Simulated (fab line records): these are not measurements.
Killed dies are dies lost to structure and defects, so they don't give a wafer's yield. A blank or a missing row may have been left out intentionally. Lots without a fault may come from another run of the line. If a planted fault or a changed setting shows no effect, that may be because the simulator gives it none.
Chamber matching | flow gf180mcu | cmp-02 running GF_CONTACT_CMP_04: 4 sister chambers
The step polishes SiO2. 4 wafers are shown with their chamber, then 8 later ones without.

## WAFERS, EACH WITH ITS CHAMBER
wafer  | chamber | motor-current-A (A)
L785.2 | 0       | 11.1
L786.3 | 2       | 12.4
L786.6 | 1       | 12.5
L793.3 | 3       | 10.9

## WAFERS WITHOUT THEIR CHAMBER
wafer  | motor-current-A (A)
L793.4 | 12.2
L793.6 | 12.4
L797.1 | 12.6
L797.5 | 11.9
L797.6 | 12.6
L800.2 | 10.8
L800.4 | 12.3
L800.5 | 10.9

## WHICH CHAMBER EACH ONE RAN IN
wafer  | from the rows above          | in truth
L793.4 | can't be placed: 2 or 1      | 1
L793.6 | can't be placed: 2 or 1      | 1
L797.1 | can't be placed: 1 or 2      | 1
L797.5 | can't be placed: 2 or 1 or 0 | 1
L797.6 | can't be placed: 1 or 2      | 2
L800.2 | can't be placed: 3 or 0      | 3
L800.4 | can't be placed: 2 or 1      | 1
L800.5 | can't be placed: 3 or 0      | 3
0 of 8 placed correctly. Not placeable from these rows: 8 (in 8, the candidates include the true chamber). Number placed wrongly: 0.
How it was worked out, from the rows above alone: a wafer's distance from a chamber is the root of the sum, over the readings, of the square of ((its reading less the chamber's mean) divided by the reading's scatter). If the next closest chamber is less than 2 further off than the closest, the wafer can't be placed; otherwise it belongs to the closest. The mean given for a chamber averages the wafers shown for that chamber. The scatter (one wafer shown for each chamber): square how far every hidden wafer sits from the nearest shown wafer, average those squares and take the square root.
